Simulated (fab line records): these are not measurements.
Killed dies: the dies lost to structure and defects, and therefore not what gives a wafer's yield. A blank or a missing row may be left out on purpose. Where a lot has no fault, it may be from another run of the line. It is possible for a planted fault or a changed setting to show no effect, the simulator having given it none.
Which tool was responsible? | flow sky130 | 42 wafers from 14 lots sampled at 4 of the route's 708 steps

WHAT THE GAUGES READ, wafer by wafer
SKY_GATE_OXIDE_THK_MEAS_02. Usual: GATE_OXIDE_OXIDATION_00_THK gives 10.22 nm (standard deviation 0.18).
lot  | measured     | on            | GATE_OXIDE_OXIDATION_00_THK (nm) | flag
L558 | day 12 10:49 | film_metro-02 | 10.01 10.10 10.18                |
L559 | day 12 15:30 | film_metro-03 | 10.20 10.13 10.36                |
L560 | day 13 06:13 | film_metro-02 | 9.95 9.93 9.97                   |
L562 | day 13 23:55 | film_metro-03 | 10.19 10.24 10.50                |
L564 | day 15 03:50 | film_metro-03 | 10.23 10.03 10.08                |
L565 | day 15 05:14 | film_metro-03 | 10.27 10.48 10.47                |
L566 | day 15 22:35 | film_metro-02 | 10.15 10.11 10.01                |
L570 | day 17 14:39 | film_metro-02 | 10.44 10.25 10.34                |
L572 | day 18 01:16 | film_metro-04 | 10.54 10.40 10.30                |
L577 | day 19 07:38 | film_metro-02 | 10.27 10.24 10.42                |
L576 | day 19 12:10 | film_metro-02 | 10.11 10.29 10.15                |
L579 | day 19 19:04 | film_metro-03 | 10.49 10.36 10.57                |
L580 | day 20 04:59 | film_metro-02 | 10.09 10.15 10.04                |
L581 | day 20 17:29 | film_metro-02 | 9.95 9.97 10.07                  |

SKY_RES_XHIGH_TW_MEAS_09. Usual: RES_XHIGH_TW gives 1646 (standard deviation 33).
lot  | measured     | on            | RES_XHIGH_TW   | flag
L558 | day 26 06:37 | film_metro-02 | 1694 1686 1694 |
L559 | day 26 09:55 | film_metro-01 | 1620 1615 1619 |
L560 | day 27 06:04 | film_metro-03 | 1621 1616 1613 |
L562 | day 27 21:41 | film_metro-02 | 1685 1679 1680 |
L564 | day 29 03:08 | film_metro-01 | 1612 1618 1608 |
L565 | day 29 05:55 | film_metro-03 | 1620 1619 1616 |
L566 | day 29 21:13 | film_metro-01 | 1606 1615 1613 |
L570 | day 31 15:46 | film_metro-02 | 31 31 31       | OFF
L572 | day 31 22:02 | film_metro-02 | 31 31 31       | OFF
L577 | day 33 01:32 | film_metro-02 | 1686 1690 1677 |
L576 | day 33 04:04 | film_metro-01 | 1633 1626 1637 |
L579 | day 33 14:34 | film_metro-01 | 1626 1622 1629 |
L580 | day 33 16:49 | film_metro-02 | 1685 1685 1687 |
L581 | day 34 06:07 | film_metro-02 | 1685 1688 1675 |

SKY_LI_CONTACT_BOW_MEAS_03. Usual: LI_CONTACT_BOW gives 55 um (standard deviation 6.5).
lot  | measured     | on            | LI_CONTACT_BOW (um) | flag
L558 | day 27 13:30 | film_metro-02 | 46 65 56            |
L559 | day 27 15:39 | film_metro-02 | 54 55 52            |
L560 | day 28 11:43 | film_metro-03 | 59 40 47            |
L562 | day 29 03:04 | film_metro-02 | 53 58 57            |
L564 | day 30 08:44 | film_metro-02 | 56 61 63            |
L565 | day 30 11:28 | film_metro-01 | 47 61 57            |
L566 | day 31 03:13 | film_metro-02 | 48 46 64            |
L570 | day 32 19:51 | film_metro-03 | 59 66 33            |
L572 | day 33 02:19 | film_metro-02 | 62 70 57            |
L577 | day 34 05:41 | film_metro-02 | 59 52 52            |
L576 | day 34 08:20 | film_metro-01 | 55 63 63            |
L579 | day 34 19:05 | film_metro-02 | 45 53 53            |
L580 | day 34 20:39 | film_metro-03 | 52 60 61            |
L581 | day 35 10:13 | film_metro-02 | 54 43 65            |

WHAT TOOL EACH LOT RAN ON (gives the tool, then ch and the chambers of the sampled wafers, and finally the start)
lot  | SKY_RES_XHIGH_DEVELOP_06
L558 | litho_track-01 ch 0, day 26 06:13
L559 | litho_track-01 ch 0, day 26 09:31
L560 | litho_track-03 ch 0, day 27 05:41
L562 | litho_track-01 ch 0, day 27 21:18
L564 | litho_track-01 ch 0, day 29 02:45
L565 | litho_track-03 ch 0, day 29 05:32
L566 | litho_track-03 ch 0, day 29 20:50
L570 | litho_track-01, day 31 15:22
L572 | litho_track-01, day 31 21:39
L577 | litho_track-01 ch 0, day 33 01:10
L576 | litho_track-03 ch 0, day 33 03:40
L579 | litho_track-01 ch 0, day 33 14:10
L580 | litho_track-03 ch 0, day 33 16:25
L581 | litho_track-01 ch 0, day 34 05:43
- SKY_RES_XHIGH_DEVELOP_06: develop time 60 s.

AS READ BY THE TOOLS THEMSELVES (means over the sampled wafers that have a number; for cases with no such wafer, the mark the record gives instead)
SKY_RES_XHIGH_DEVELOP_06. Usual: chill_plate_temp_C at 22.99 C, with a standard deviation of 0.11.
lot  | tool           | chill_plate_temp_C (C) | flag
L558 | litho_track-01 | 23.05                  |
L559 | litho_track-01 | 22.84                  |
L560 | litho_track-03 | 23.00                  |
L562 | litho_track-01 | 22.92                  |
L564 | litho_track-01 | 22.87                  |
L565 | litho_track-03 | 23.09                  |
L566 | litho_track-03 | 22.88                  |
L570 | litho_track-01 | -                      | OFF
L572 | litho_track-01 | -                      | OFF
L577 | litho_track-01 | 23.09                  |
L576 | litho_track-03 | 23.02                  |
L579 | litho_track-01 | 22.92                  |
L580 | litho_track-03 | 22.91                  |
L581 | litho_track-01 | 22.88                  |

THE ANSWER, worked out from the rows above alone
Rule: lot off if the mean of its wafers having a number is beyond 3 standard deviations from the usual mean. A lot without any number at a reading at which 4 lots or more have one is off too. The other lots that the step has rows for count as sound. After the gauges, taken in route order, come the tools' own readings; for these a lot's mean is taken, as printed above. The first step at which some lot is off is used, and at that step the reading that is off furthest; a lot without a number counts as furthest.
Off: L570, L572, at SKY_RES_XHIGH_TW_MEAS_09 (RES_XHIGH_TW).
A tool fits if, at a process step before that reading, it ran every lot that is off, and no sound lot after the first of them. The gauges at SKY_RES_XHIGH_TW_MEAS_09 aren't tried: what is off there is off at SKY_RES_XHIGH_DEVELOP_06 too, on other tools, and a gauge's error can't cause that. Of those tried, none fits.

WHAT THE SIMULATOR HAD PUT IN
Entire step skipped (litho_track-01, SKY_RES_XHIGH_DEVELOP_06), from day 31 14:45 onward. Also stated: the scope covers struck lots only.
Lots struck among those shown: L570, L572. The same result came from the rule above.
